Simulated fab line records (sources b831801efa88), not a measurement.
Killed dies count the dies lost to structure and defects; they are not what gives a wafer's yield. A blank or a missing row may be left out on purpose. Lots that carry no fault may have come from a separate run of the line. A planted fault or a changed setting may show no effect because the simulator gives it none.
fab line records + flow sfqLine
record
- lots=7
- wafers=21
- lastDay=77
route steps=325 shown M1@68 I1@73
lots with no fault: from the same line, run without faults
startH: hours from the record's opening day to when the first of the lot's shown wafers began + waitH: hours since the lot's step before + " as in the row above + L1.1+2: a single row standing in for several wafers + - no value, or no start was given + * or withheld: withheld + < > ~ a bound
route shown NAME@n: names a module that has steps shown in the file, with the first one's number in the route + usual: the fault-free wafers' mean and standard deviation + same: alike in all rows + chamber/n: place in a boat + sites: each site's reading + _std_site: standard deviation across them + _edge_site: inner sites' mean taken away from outer sites' mean + radiusMm: for every site, how far away it sits from the centre of the wafer + mask NAME#n: copy n + behind: the tool/chamber that last shaped the wafer + hold: the reason the lot was held/the length of the hold in hours/how it ended + device: transistor that didn't switch, given as n, p or np + end of line: at the end of the route, the tests of the same wafers + for a step that has no rows: nothing shown but its recipe + killed: at the first sort, the dies lost to defects and structure; wafer yield is something else + map: shows each die of a wafer: x if killed, . if not, _ if none is there
set.NAME: the setting the step ran with; set.NAME@STEP: the setting that earlier step ran with + model.NAME: the simulator's own value behind a step, which no gauge read
lots at some steps of the route; a table a step, a row a wafer
services: from which hour (startH, from the record's first day; less than 0 if before it) a tool's chamber was out of use, for how many hours, and why
## steps
# step SFQ_M1_OVL_MEAS_911
# usual
- M1_OVL=0/5.6
| lot.wafer | tool       | chamber | startH | waitH | M1_OVL[nm] |
|-----------|------------|---------|--------|-------|------------|
| L407.1    | overlay-02 | -       | 303.48 | 0.1   | -1         |
| L407.4    | "          | -       | "      | "     | -5         |
| L407.5    | "          | -       | "      | "     | -3         |
| L410.2    | overlay-01 | -       | 344.19 | 0.1   | 4          |
| L410.4    | "          | -       | "      | "     | -1         |
| L410.5    | "          | -       | "      | "     | -5         |
| L411.2    | overlay-01 | -       | 346.59 | 0.1   | 6          |
| L411.3    | "          | -       | "      | "     | 7          |
| L411.6    | "          | -       | "      | "     | 3          |
| L412.1    | overlay-01 | -       | 354.98 | 0.1   | 6          |
| L412.2    | "          | -       | "      | "     | 8          |
| L412.4    | "          | -       | "      | "     | 18         |
| L421.2    | overlay-02 | -       | 424.14 | 0.1   | -4         |
| L421.4    | "          | -       | "      | "     | -5         |
| L421.5    | "          | -       | "      | "     | -10        |
| L422.2    | overlay-01 | -       | 428.94 | 0.1   | -1         |
| L422.5    | "          | -       | "      | "     | 3          |
| L422.6    | "          | -       | "      | "     | 2          |
| L423.3    | overlay-01 | -       | 437.34 | 0.1   | 4          |
| L423.5    | "          | -       | "      | "     | 2          |
| L423.6    | "          | -       | "      | "     | 6          |
# step SFQ_TRILAYER_M1_BARC_OPEN_METAL_ETCH_054
# recipe
- maskMaterial=PR
- chemistry=O2
- targetDepthNm=125
- target=BARC
- icpW=600
- biasW=80
- pressureMtorr=10
- timeS=41.7
# usual
- drypumpMotorCurrentA=6.17/0.28
- oesProductAu=0.685/0.004
- rfFwdPowerW=594.5/2.2
| lot.wafer | tool        | chamber | startH | waitH | drypumpMotorCurrentA | oesProductAu | rfFwdPowerW | rfHoursCounterH |
|-----------|-------------|---------|--------|-------|----------------------|--------------|-------------|-----------------|
| L407.1    | rieMetal-04 | 0       | 303.52 | 0.0   | 5.83                 | 0.682        | 595.3       | 38              |
| L407.4    | "           | 0       | "      | "     | 5.85                 | 0.686        | 591.8       | -               |
| L407.5    | "           | 1       | "      | "     | 6.08                 | 0.686        | 597.5       | -               |
| L410.2    | rieMetal-03 | 0       | 344.22 | 0.0   | 5.92                 | 0.684        | 593.9       | 50              |
| L410.4    | "           | 0       | "      | "     | 5.91                 | 0.684        | 592.7       | -               |
| L410.5    | "           | 0       | "      | "     | 5.93                 | 0.684        | 594.0       | -               |
| L411.2    | rieMetal-03 | 1       | 346.62 | 0.0   | 6.58                 | 0.683        | 593.8       | 9               |
| L411.3    | "           | 0       | "      | "     | 5.90                 | 0.683        | 593.4       | -               |
| L411.6    | "           | 1       | "      | "     | 6.59                 | 0.688        | 594.7       | -               |
| L412.1    | rieMetal-03 | 0       | 355.02 | 0.0   | 5.90                 | 0.686        | 593.6       | 52              |
| L412.2    | "           | 1       | "      | "     | 6.57                 | 0.677        | 593.3       | 11              |
| L412.4    | "           | 0       | "      | "     | 5.89                 | 0.683        | 593.6       | -               |
| L421.2    | rieMetal-04 | 1       | 424.17 | 0.0   | 6.08                 | 0.691        | 593.2       | 93              |
| L421.4    | "           | 0       | "      | "     | 5.83                 | 0.675        | 594.6       | -               |
| L421.5    | "           | 0       | "      | "     | 5.85                 | 0.683        | 594.2       | -               |
| L422.2    | rieMetal-03 | 0       | 428.97 | 0.0   | 5.90                 | 0.689        | 597.1       | 65              |
| L422.5    | "           | 1       | "      | "     | 6.58                 | 0.693        | 593.3       | -               |
| L422.6    | "           | 0       | "      | "     | 5.89                 | 0.687        | 594.2       | -               |
| L423.3    | rieMetal-04 | 1       | 437.39 | 0.0   | 6.08                 | 0.676        | 595.2       | -               |
| L423.5    | "           | 1       | "      | "     | 6.06                 | 0.682        | 594.4       | -               |
| L423.6    | "           | 0       | "      | "     | 5.83                 | 0.686        | 594.9       | -               |
# step SFQ_TRILAYER_M1_ETCH_METAL_ETCH_042
# recipe
- target=Nb
- stopOn=SiO2
- maskMaterial=PR
- chemistry=Cl2/Ar
- targetDepthNm=240
- icpW=600
- biasW=80
- pressureMtorr=10
- timeS=120
# step SFQ_TRILAYER_M1_STRIP_STRIP_043
# recipe
- gas=O2
- powerW=200
- platenTempC=40
- overashFraction=0.65
- chemistry=O2
- pressureMtorr=50
# usual
- drypumpMotorCurrentA=6.17/0.28
- oesProductAu=0.994/0.0086
| lot.wafer | tool        | chamber | startH | waitH | drypumpMotorCurrentA | oesProductAu | rfHoursCounterH |
|-----------|-------------|---------|--------|-------|----------------------|--------------|-----------------|
| L407.1    | rieMetal-04 | 0       | 303.70 | 0.1   | 5.84                 | 1.006        | 38              |
| L407.4    | "           | 0       | "      | "     | 5.86                 | 1.001        | -               |
| L407.5    | "           | 1       | "      | "     | 6.09                 | 1.002        | -               |
| L410.2    | rieMetal-03 | 0       | 344.40 | 0.1   | 5.93                 | 0.988        | 51              |
| L410.4    | "           | 0       | "      | "     | 5.91                 | 0.982        | -               |
| L410.5    | "           | 0       | "      | "     | 5.92                 | 0.985        | -               |
| L411.2    | rieMetal-03 | 1       | 346.80 | 0.1   | 6.58                 | 0.985        | 10              |
| L411.3    | "           | 0       | "      | "     | 5.91                 | 0.990        | -               |
| L411.6    | "           | 1       | "      | "     | 6.59                 | 0.994        | -               |
| L412.1    | rieMetal-03 | 0       | 355.20 | 0.1   | 5.92                 | 0.991        | 52              |
| L412.2    | "           | 1       | "      | "     | 6.60                 | 0.976        | 11              |
| L412.4    | "           | 0       | "      | "     | 5.92                 | 0.994        | -               |
| L421.2    | rieMetal-04 | 1       | 424.35 | 0.1   | 6.11                 | 0.999        | 93              |
| L421.4    | "           | 0       | "      | "     | 5.82                 | 0.980        | -               |
| L421.5    | "           | 0       | "      | "     | 5.82                 | 0.987        | -               |
| L422.2    | rieMetal-03 | 0       | 429.15 | 0.1   | 5.90                 | 0.989        | 65              |
| L422.5    | "           | 1       | "      | "     | 6.60                 | 0.989        | -               |
| L422.6    | "           | 0       | "      | "     | 5.91                 | 0.988        | -               |
| L423.3    | rieMetal-04 | 1       | 437.75 | 0.2   | 6.08                 | 0.986        | -               |
| L423.5    | "           | 1       | "      | "     | 6.07                 | 1.001        | -               |
| L423.6    | "           | 0       | "      | "     | 5.85                 | 0.982        | -               |
# step SFQ_TRILAYER_M1_STRIP_SOLV_CLEAN_044
# recipe
- chemistry=NMP
- tempC=70
- timeS=600
# step SFQ_TRILAYER_I1_DEP_PECVD_045
# recipe
- material=SiO2
- tempC=150
- timeS=111.11
- pressureTorr=2.4
- rfW=183.3
- precursor=SiH4/N2O
- targetThkNm=500
# usual
- heaterPowerW=83/11
- rfFwdPowerW=182.3/0.66
- throttleValvePct=25.5/1.7
| lot.wafer | tool     | chamber | startH | waitH | heaterPowerW | rfFwdPowerW | throttleValvePct |
|-----------|----------|---------|--------|-------|--------------|-------------|------------------|
| L407.1    | pecvd-03 | 0       | 304.48 | 0.0   | 82           | 182.6       | 23.3             |
| L407.4    | "        | 0       | "      | "     | 83           | 182.6       | 23.2             |
| L407.5    | "        | 2       | "      | "     | 72           | 182.3       | 28.5             |
| L410.2    | pecvd-03 | 1       | 345.18 | 0.0   | 89           | 182.4       | 27.1             |
| L410.4    | "        | 0       | "      | "     | 85           | 181.9       | 23.6             |
| L410.5    | "        | 1       | "      | "     | 94           | 182.6       | 27.1             |
| L411.2    | pecvd-04 | 0       | 347.58 | 0.0   | 91           | 182.7       | 26.4             |
| L411.3    | "        | 2       | "      | "     | 100          | 182.8       | 25.4             |
| L411.6    | "        | 1       | "      | "     | 73           | 181.8       | 23.9             |
| L412.1    | pecvd-04 | 1       | 355.99 | 0.0   | 76           | 181.7       | 23.9             |
| L412.2    | "        | 2       | "      | "     | 98           | 182.0       | 25.2             |
| L412.4    | "        | 0       | "      | "     | 89           | 181.8       | 26.5             |
| L421.2    | pecvd-03 | 1       | 425.14 | 0.0   | 103          | 182.9       | 27.2             |
| L421.4    | "        | 2       | "      | "     | 72           | 183.9       | 28.7             |
| L421.5    | "        | 0       | "      | "     | 87           | 181.7       | 23.5             |
| L422.2    | pecvd-03 | 2       | 429.93 | 0.0   | 75           | 181.7       | 28.8             |
| L422.5    | "        | 0       | "      | "     | 72           | 182.2       | 23.2             |
| L422.6    | "        | 1       | "      | "     | 100          | 182.5       | 27.0             |
| L423.3    | pecvd-04 | 2       | 438.33 | 0.0   | 102          | 182.0       | 25.5             |
| L423.5    | "        | 2       | "      | "     | 85           | 181.7       | 25.7             |
| L423.6    | "        | 0       | "      | "     | 86           | 181.5       | 26.8             |
# step SFQ_TRILAYER_I1_CMP_CMP_046
# recipe
- material=SiO2
- downForcePsi=3
- platenRpm=60
- padVelocityMS=0.94248
# step SFQ_I1_BOW_MEAS_912
# recipe
- mode=bow
# usual
- I1_BOW=1/7.9
| lot.wafer | tool         | chamber | startH | waitH | I1_BOW[um] |
|-----------|--------------|---------|--------|-------|------------|
| L407.1    | filmMetro-01 | -       | 310.97 | 1.5   | -7         |
| L407.4    | "            | -       | "      | "     | 0          |
| L407.5    | "            | -       | "      | "     | -6         |
| L410.2    | filmMetro-01 | -       | 352.02 | 2.0   | -1         |
| L410.4    | "            | -       | "      | "     | 11         |
| L410.5    | "            | -       | "      | "     | 9          |
| L411.2    | filmMetro-02 | -       | 356.12 | 2.5   | 10         |
| L411.3    | "            | -       | "      | "     | 4          |
| L411.6    | "            | -       | "      | "     | 3          |
| L412.1    | filmMetro-01 | -       | 364.00 | 1.5   | 12         |
| L412.2    | "            | -       | "      | "     | 0          |
| L412.4    | "            | -       | "      | "     | -11        |
| L421.2    | filmMetro-02 | -       | 429.82 | 1.5   | 16         |
| L421.4    | "            | -       | "      | "     | 5          |
| L421.5    | "            | -       | "      | "     | 15         |
| L422.2    | filmMetro-04 | -       | 433.62 | 1.5   | -15        |
| L422.5    | "            | -       | "      | "     | -4         |
| L422.6    | "            | -       | "      | "     | 0          |
| L423.3    | filmMetro-04 | -       | 441.44 | 1.5   | -10        |
| L423.5    | "            | -       | "      | "     | -10        |
| L423.6    | "            | -       | "      | "     | -8         |
# step SFQ_TRILAYER_I1_METRO_MEASURE_047
# usual
- thkNm=199.7/1.3
| lot.wafer | tool         | chamber | startH | waitH | thkNm |
|-----------|--------------|---------|--------|-------|-------|
| L407.1    | filmMetro-01 | -       | 311.09 | 0.1   | 201.2 |
| L407.4    | "            | -       | "      | "     | 200.3 |
| L407.5    | "            | -       | "      | "     | 200.5 |
| L410.2    | filmMetro-01 | -       | 352.32 | 0.3   | 199.1 |
| L410.4    | "            | -       | "      | "     | 198.5 |
| L410.5    | "            | -       | "      | "     | 199.7 |
| L411.2    | filmMetro-02 | -       | 356.42 | 0.3   | 198.9 |
| L411.3    | "            | -       | "      | "     | 199.1 |
| L411.6    | "            | -       | "      | "     | 200.0 |
| L412.1    | filmMetro-01 | -       | 364.12 | 0.1   | 200.7 |
| L412.2    | "            | -       | "      | "     | 198.4 |
| L412.4    | "            | -       | "      | "     | 198.8 |
| L421.2    | filmMetro-02 | -       | 430.12 | 0.3   | 200.1 |
| L421.4    | "            | -       | "      | "     | 198.0 |
| L421.5    | "            | -       | "      | "     | 198.9 |
| L422.2    | filmMetro-04 | -       | 433.92 | 0.3   | 201.3 |
| L422.5    | "            | -       | "      | "     | 200.6 |
| L422.6    | "            | -       | "      | "     | 199.2 |
| L423.3    | filmMetro-04 | -       | 441.92 | 0.5   | 200.8 |
| L423.5    | "            | -       | "      | "     | 201.5 |
| L423.6    | "            | -       | "      | "     | 200.7 |
# step SFQ_TRILAYER_I1_VIA_LITHO_COAT_054
# recipe
- resist=BARC
- spinRpm=3000
- resistThkNm=62
# step SFQ_TRILAYER_I1_VIA_LITHO_COAT_049
# recipe
- resist=KrF
- spinRpm=3000
- resistThkNm=650
# step SFQ_TRILAYER_I1_VIA_LITHO_SOFTBAKE_053
# recipe
- tempC=withheld
- timeS=withheld
- resist=KrF
# step SFQ_TRILAYER_I1_VIA_LITHO_EXPOSE_050
# recipe
- maskId=I1
- na=0.6
- sourceShape=conventional
- sigmaOuter=0.65
- targetCdNm=500
- doseMj=21.3
# same
- na=0.6
| lot.wafer  | tool          | chamber | startH | waitH | mask |
|------------|---------------|---------|--------|-------|------|
| L407.1+4+5 | krfScanner-01 | 0       | 396.20 | -     | I1#0 |
| L410.2+4+5 | krfScanner-01 | 0       | 436.75 | -     | I1#0 |
| L411.2+3+6 | krfScanner-01 | 0       | 441.55 | -     | I1#0 |
| L412.1+2+4 | krfScanner-01 | 0       | 448.55 | -     | I1#0 |
| L421.2+4+5 | krfScanner-01 | 0       | 522.05 | -     | I1#0 |
| L422.2+5+6 | krfScanner-01 | 0       | 526.85 | -     | I1#0 |
| L423.3+5+6 | krfScanner-01 | 0       | 534.41 | -     | I1#0 |
# step SFQ_TRILAYER_I1_VIA_LITHO_PEB_052
# recipe
- pebTempC=115
- pebTimeS=60
- resist=KrF
# step SFQ_TRILAYER_I1_VIA_LITHO_DEVELOP_051
# recipe
- timeS=60
- resist=KrF
# step SFQ_I1_OVL_MEAS_913
# usual
- I1_OVL=2/5.4
| lot.wafer | tool       | chamber | startH | waitH | I1_OVL[nm] |
|-----------|------------|---------|--------|-------|------------|
| L407.1    | overlay-02 | -       | 397.70 | 0.1   | 4          |
| L407.4    | "          | -       | "      | "     | 3          |
| L407.5    | "          | -       | "      | "     | 3          |
| L410.2    | overlay-02 | -       | 438.06 | 0.1   | 1          |
| L410.4    | "          | -       | "      | "     | 4          |
| L410.5    | "          | -       | "      | "     | 1          |
| L411.2    | overlay-01 | -       | 442.86 | 0.1   | 4          |
| L411.3    | "          | -       | "      | "     | 1          |
| L411.6    | "          | -       | "      | "     | 4          |
| L412.1    | overlay-02 | -       | 450.05 | 0.1   | -2         |
| L412.2    | "          | -       | "      | "     | 2          |
| L412.4    | "          | -       | "      | "     | 0          |
| L421.2    | overlay-02 | -       | 523.36 | 0.1   | 3          |
| L421.4    | "          | -       | "      | "     | 7          |
| L421.5    | "          | -       | "      | "     | -1         |
| L422.2    | overlay-02 | -       | 528.16 | 0.1   | 4          |
| L422.5    | "          | -       | "      | "     | 1          |
| L422.6    | "          | -       | "      | "     | 6          |
| L423.3    | overlay-01 | -       | 535.53 | 0.1   | 2          |
| L423.5    | "          | -       | "      | "     | 1          |
| L423.6    | "          | -       | "      | "     | 1          |
# step SFQ_TRILAYER_I1_VIA_BARC_OPEN_VIA_ETCH_071
# recipe
- maskMaterial=PR
- chemistry=O2
- targetDepthNm=125
- target=BARC
- sourceW=500
- biasW=80
- pressureMtorr=30
- timeS=41.7
# usual
- drypumpMotorCurrentA=6.0/0.53
- oesProductAu=0.685/0.0048
- rfFwdPowerW=493.3/2.2
| lot.wafer | tool       | chamber | startH | waitH | drypumpMotorCurrentA | oesProductAu | rfFwdPowerW | rfHoursCounterH | model.I1.cdNm |
|-----------|------------|---------|--------|-------|----------------------|--------------|-------------|-----------------|---------------|
| L407.1    | rieDiel-03 | 0       | 397.74 | 0.0   | 6.3                  | 0.692        | 492.4       | 7               | 501.5         |
| L407.4    | "          | 3       | "      | "     | 4.9                  | 0.681        | 492.4       | 88              | 499.7         |
| L407.5    | "          | 1       | "      | "     | 6.3                  | 0.682        | 487.8       | -               | 501.9         |
| L410.2    | rieDiel-04 | 2       | 438.09 | 0.0   | 6.7                  | 0.682        | 492.0       | 12              | 505.7         |
| L410.4    | "          | 3       | "      | "     | 5.7                  | 0.684        | 496.0       | 3               | 498.4         |
| L410.5    | "          | 2       | "      | "     | 6.7                  | 0.680        | 491.1       | -               | 504.1         |
| L411.2    | rieDiel-03 | 3       | 442.89 | 0.0   | 4.9                  | 0.687        | 490.5       | 90              | 504.4         |
| L411.3    | "          | 2       | "      | "     | 6.3                  | 0.688        | 494.8       | 0               | 500.1         |
| L411.6    | "          | 3       | "      | "     | 4.9                  | 0.685        | 492.9       | -               | 504.7         |
| L412.1    | rieDiel-02 | 3       | 450.09 | 0.0   | 6.8                  | 0.690        | 493.7       | 35              | 500           |
| L412.2    | "          | 1       | "      | "     | 5.5                  | 0.675        | 491.5       | 9               | 506.7         |
| L412.4    | "          | 0       | "      | "     | 5.6                  | 0.680        | 492.6       | 1               | 502.3         |
| L421.2    | rieDiel-02 | 2       | 523.39 | 0.0   | 5.8                  | 0.687        | 493.5       | 49              | 498.8         |
| L421.4    | "          | 3       | "      | "     | 6.8                  | 0.688        | 495.1       | 36              | 500.3         |
| L421.5    | "          | 0       | "      | "     | 5.6                  | 0.686        | 494.1       | -               | 501.1         |
| L422.2    | rieDiel-03 | 1       | 528.19 | 0.0   | 6.3                  | 0.684        | 490.1       | 47              | 501           |
| L422.5    | "          | 0       | "      | "     | 6.3                  | 0.677        | 493.3       | -               | 498.1         |
| L422.6    | "          | 3       | "      | "     | 4.9                  | 0.684        | 489.8       | -               | 500.4         |
| L423.3    | rieDiel-02 | 3       | 535.55 | 0.0   | 6.8                  | 0.678        | 496.2       | 37              | 498.6         |
| L423.5    | "          | 3       | "      | "     | 6.8                  | 0.692        | 495.9       | -               | 500.3         |
| L423.6    | "          | 2       | "      | "     | 5.8                  | 0.680        | 496.0       | -               | 500.1         |
# step SFQ_TRILAYER_I1_VIA_ETCH_VIA_ETCH_052
# recipe
- target=SiO2
- stopOn=Nb
- maskMaterial=PR
- taperDeg=20
- chemistry=CHF3
- targetDepthNm=260
- sourceW=500
- biasW=80
- pressureMtorr=30
- timeS=withheld
# usual
- drypumpMotorCurrentA=6.0/0.52
- oesProductAu=0.854/0.0057
- rfFwdPowerW=497.8/1.6
| lot.wafer | tool       | chamber | startH | waitH | drypumpMotorCurrentA | oesProductAu | rfFwdPowerW | model.I1.cdNm |
|-----------|------------|---------|--------|-------|----------------------|--------------|-------------|---------------|
| L407.1    | rieDiel-03 | 0       | 397.78 | 0.0   | 6.3                  | 0.859        | 498.5       | 505           |
| L407.4    | "          | 3       | "      | "     | 4.9                  | 0.859        | 498.8       | 500.1         |
| L407.5    | "          | 1       | "      | "     | 6.3                  | 0.858        | 496.4       | 503.5         |
| L410.2    | rieDiel-04 | 2       | 438.13 | 0.0   | 6.7                  | 0.852        | 497.5       | 503.4         |
| L410.4    | "          | 3       | "      | "     | 5.8                  | 0.843        | 500.6       | 497.2         |
| L410.5    | "          | 2       | "      | "     | 6.7                  | 0.852        | 499.5       | 501.6         |
| L411.2    | rieDiel-03 | 3       | 442.93 | 0.0   | 4.9                  | 0.852        | 498.3       | 504           |
| L411.3    | "          | 2       | "      | "     | 6.3                  | 0.845        | 501.2       | 501.8         |
| L411.6    | "          | 3       | "      | "     | 4.9                  | 0.851        | 497.3       | 505           |
| L412.1    | rieDiel-02 | 3       | 450.13 | 0.0   | 6.8                  | 0.855        | 499.5       | 501.5         |
| L412.2    | "          | 1       | "      | "     | 5.5                  | 0.841        | 497.9       | 505.2         |
| L412.4    | "          | 0       | "      | "     | 5.6                  | 0.846        | 497.4       | 503.2         |
| L421.2    | rieDiel-02 | 2       | 523.43 | 0.0   | 5.8                  | 0.857        | 498.4       | 496.2         |
| L421.4    | "          | 3       | "      | "     | 6.7                  | 0.849        | 497.5       | 499.5         |
| L421.5    | "          | 0       | "      | "     | 5.6                  | 0.852        | 498.1       | 502.4         |
| L422.2    | rieDiel-03 | 1       | 528.23 | 0.0   | 6.3                  | 0.857        | 499.2       | 501.9         |
| L422.5    | "          | 0       | "      | "     | 6.3                  | 0.864        | 496.4       | 499.5         |
| L422.6    | "          | 3       | "      | "     | 4.9                  | 0.852        | 498.0       | 500.9         |
| L423.3    | rieDiel-02 | 3       | 535.59 | 0.0   | 6.8                  | 0.859        | 498.6       | 497.8         |
| L423.5    | "          | 3       | "      | "     | 6.8                  | 0.857        | 496.8       | 499           |
| L423.6    | "          | 2       | "      | "     | 5.8                  | 0.853        | 499.4       | 499.2         |
# step SFQ_TRILAYER_I1_VIA_STRIP_STRIP_053
# recipe
- gas=O2
- powerW=200
- platenTempC=40
- overashFraction=0.65
- chemistry=O2
- pressureMtorr=50
# usual
- drypumpMotorCurrentA=5.9/0.36
- oesProductAu=0.995/0.007
| lot.wafer | tool        | chamber | startH | waitH | drypumpMotorCurrentA | oesProductAu | rfHoursCounterH |
|-----------|-------------|---------|--------|-------|----------------------|--------------|-----------------|
| L407.1    | rieMetal-03 | 0       | 397.89 | -     | 5.9                  | 0.985        | 59              |
| L407.4    | "           | 1       | "      | "     | 6.6                  | 0.998        | -               |
| L407.5    | "           | 1       | "      | "     | 6.6                  | 1.005        | -               |
| L410.2    | rieMetal-02 | 0       | 438.24 | -     | 5.5                  | 0.991        | 158             |
| L410.4    | "           | 1       | "      | "     | 5.8                  | 1.000        | -               |
| L410.5    | "           | 0       | "      | "     | 5.6                  | 0.986        | -               |
| L411.2    | rieMetal-02 | 0       | 443.04 | -     | 5.6                  | 0.984        | 159             |
| L411.3    | "           | 1       | "      | "     | 5.8                  | 0.995        | -               |
| L411.6    | "           | 0       | "      | "     | 5.5                  | 0.989        | -               |
| L412.1    | rieMetal-01 | 0       | 450.24 | -     | 6.2                  | 0.990        | 75              |
| L412.2    | "           | 1       | "      | "     | 6.3                  | 0.993        | 50              |
| L412.4    | "           | 1       | "      | "     | 6.3                  | 0.988        | -               |
| L421.2    | rieMetal-02 | 1       | 523.74 | -     | 5.7                  | 0.994        | -               |
| L421.4    | "           | 1       | "      | "     | 5.7                  | 0.994        | -               |
| L421.5    | "           | 1       | "      | "     | 5.7                  | 0.995        | -               |
| L422.2    | rieMetal-02 | 0       | 528.34 | -     | 5.6                  | 0.984        | 1               |
| L422.5    | "           | 0       | "      | "     | 5.5                  | 0.989        | -               |
| L422.6    | "           | 1       | "      | "     | 5.8                  | 0.993        | -               |
| L423.3    | rieMetal-02 | 1       | 535.90 | -     | 5.7                  | 0.985        | -               |
| L423.5    | "           | 0       | "      | "     | 5.6                  | 0.995        | -               |
| L423.6    | "           | 1       | "      | "     | 5.8                  | 0.989        | -               |
## services
| tool          | chamber | startH | hours | kind   |
|---------------|---------|--------|-------|--------|
| rieMetal-04   | -       | 311.05 | 6.7   | repair |
| krfScanner-01 | -       | 313.92 | 1.3   | pm     |
| krfScanner-01 | -       | 333.36 | 3.1   | repair |
| pecvd-03      | 2       | 347.79 | 13.0  | repair |
| rieMetal-03   | -       | 355.80 | 14.6  | pm     |
| pecvd-03      | 0       | 369.39 | 4.7   | repair |
| krfScanner-01 | -       | 382.00 | 1.0   | pm     |
| rieMetal-02   | -       | 384.48 | 4.3   | pm     |
| pecvd-03      | -       | 389.35 | 1.0   | repair |
| rieDiel-02    | 2       | 401.20 | 1.6   | repair |
| rieDiel-02    | 0       | 413.35 | 8.6   | repair |
| rieMetal-02   | -       | 415.13 | 0.5   | repair |
| krfScanner-01 | -       | 429.80 | 0.8   | pm     |
| rieDiel-03    | 0       | 447.18 | 4.3   | repair |
| rieDiel-03    | 1       | 451.00 | 3.9   | repair |
| pecvd-03      | -       | 474.81 | 0.7   | repair |
| pecvd-03      | 2       | 478.25 | 9.1   | repair |
| pecvd-03      | -       | 482.47 | 1.1   | repair |
| krfScanner-01 | -       | 494.15 | 1.3   | pm     |
| pecvd-03      | 0       | 499.02 | 5.2   | repair |
| rieDiel-03    | -       | 499.54 | 4.3   | pm     |
| rieDiel-02    | -       | 505.15 | 2.8   | pm     |
| rieDiel-03    | 0       | 518.97 | 8.1   | repair |
| krfScanner-01 | -       | 524.74 | 0.3   | repair |
## key
firstSign none at tools or gauges
modelEffect
- step=SFQ_TRILAYER_I1_VIA_BARC_OPEN_VIA_ETCH_071
- value=I1.cdNm
- without=499.8
- struck=505.1
modelEffect
- step=SFQ_TRILAYER_I1_VIA_ETCH_VIA_ETCH_052
- value=I1.cdNm
- without=498.5
- struck=503.8
metAt SFQ_TRILAYER_I1_VIA_LITHO_EXPOSE_050
struckWafers L410.2,L410.5,L411.2,L411.6,L412.2
onsetBetween 396.20 436.75
fault
- kind=processParameterDrift
- tool=krfScanner-01
- chamber=-
- onsetH=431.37
- steps=SFQ_TRILAYER_I1_VIA_LITHO_EXPOSE_050
- channel=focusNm
- offset=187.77
- shape=step
- endH=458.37
- scope=struckWafersOnly
